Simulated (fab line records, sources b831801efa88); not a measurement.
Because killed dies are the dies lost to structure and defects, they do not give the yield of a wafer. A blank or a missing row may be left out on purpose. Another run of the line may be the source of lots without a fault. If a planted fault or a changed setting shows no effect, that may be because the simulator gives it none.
8D (eight disciplines) problem report, filled in by code | flow gf180mcu | the parts of the form that need people (team, actions taken, sign-off) are left out

== 1. PROBLEM STATEMENT ==
Mean NSD_RS at GF_PSD_RS_MEAS_14: 44.77 ohm/sq over 6 wafers in 2 lots; fault-free wafers: 46.12 ohm/sq, standard deviation 0.091. Measured from the usual mean, that is -15 standard deviations.
The step: measures by four-point-probe.
First observed at day 17 18:57: wafer L728.2, on film metro-02. At this step, 33 wafers from 11 lots have a number in the record. The rule behind "out" and "out of limits": a value lying over 4 standard deviations away from the usual mean. All remaining wafers that have a number are taken as sound.

== 2. WHAT IT IS AND WHAT IT IS NOT ==
question                    | is                           | is not
which readings at this step | NSD_RS                       | -
which lots                  | L728, L729                   | L718, L719, L720, L725, L735, L736, L737, L740, L741
which wafers of those lots  | all that have a number       | -
read on which gauges        | film metro-02, film metro-04 | film metro-03
when                        | from day 17 18:57            | up to then (12 sound wafers); but 15 sound wafers of L735, L736, L737, L740, L741 came after

== 3. THE SUSPECTS, EACH WITH WHAT RULES IT OUT ==
Counting: any tool at a process step up to the reading is kept as a suspect provided that every lot that is out went through it and no sound lot did after the first of them.
- ruled out: the gauge at GF_PSD_RS_MEAS_14. The wafers that are out were read on 2 gauges (film metro-02, film metro-04).
- plasma asher-03 at GF_LVPWELL_STRIP_10 (strips in O2/N2): ruled out as a lasting fault. The sound lots L740, L741 went through it after L728, its earliest lot that is out (day 6 06:38).
- implanter-04 at GF_NSD_IMPLANT_09: ruled out as a lasting fault. The sound lots L736, L737, L740, L741 went through it after L728, its earliest lot that is out (day 16 19:27).
- plasma asher-04 at GF_NSD_STRIP_11 (strips in O2/N2): ruled out as a lasting fault. The sound lots L737, L740 went through it after L728, its earliest lot that is out (day 16 19:44).
Left after counting: nothing in the record.

== 4. THE CAUSE (what the simulator had put in) ==
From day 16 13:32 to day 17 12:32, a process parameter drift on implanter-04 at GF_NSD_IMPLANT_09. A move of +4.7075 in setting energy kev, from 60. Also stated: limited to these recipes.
The count ruled it out by mistake, since the rule takes a fault to strike every lot its tool runs from the start of the fault on, and this one did not do so.

== 5. THE CHAIN OF EFFECTS, in route order ==
Each row: a reading where the mean over the struck wafers with a number is more than 3 standard deviations away from the usual. Scope: only readings with a usual standard deviation given in the record; hours: median across lots of the time from each lot's start at the first step in this table that gives one to its start at this step; sigmas: change in usual standard deviations.
hours | step              | reading                  | usual        | on struck wafers | change | sigmas
0     | GF_NSD_IMPLANT_09 | beam energy keV          | 60.001       | 64.713           | +4.712 | +99 or more
0     | GF_NSD_STRIP_11   | strip time to endpoint s | 22.97 s      | 23.60            | +0.63  | +16
24    | GF_PSD_RS_MEAS_14 | NSD_RS                   | 46.12 ohm/sq | 44.77            | -1.35  | -15
Here are the process steps it includes:
- GF_NSD_IMPLANT_09
- GF_NSD_STRIP_11: strips in O2/N2.

== 6. WHAT WOULD HAVE CAUGHT IT SOONER ==
29 hours passed between the start of the fault at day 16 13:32 and the first reading out of limits at a measuring or inspecting step in this record, taken at day 17 18:57.
At GF_NSD_IMPLANT_09, the tool's own readings (beam energy keV) were out on each struck wafer the step has a row for, so an alarm limit on them would have fired on the first such wafer.
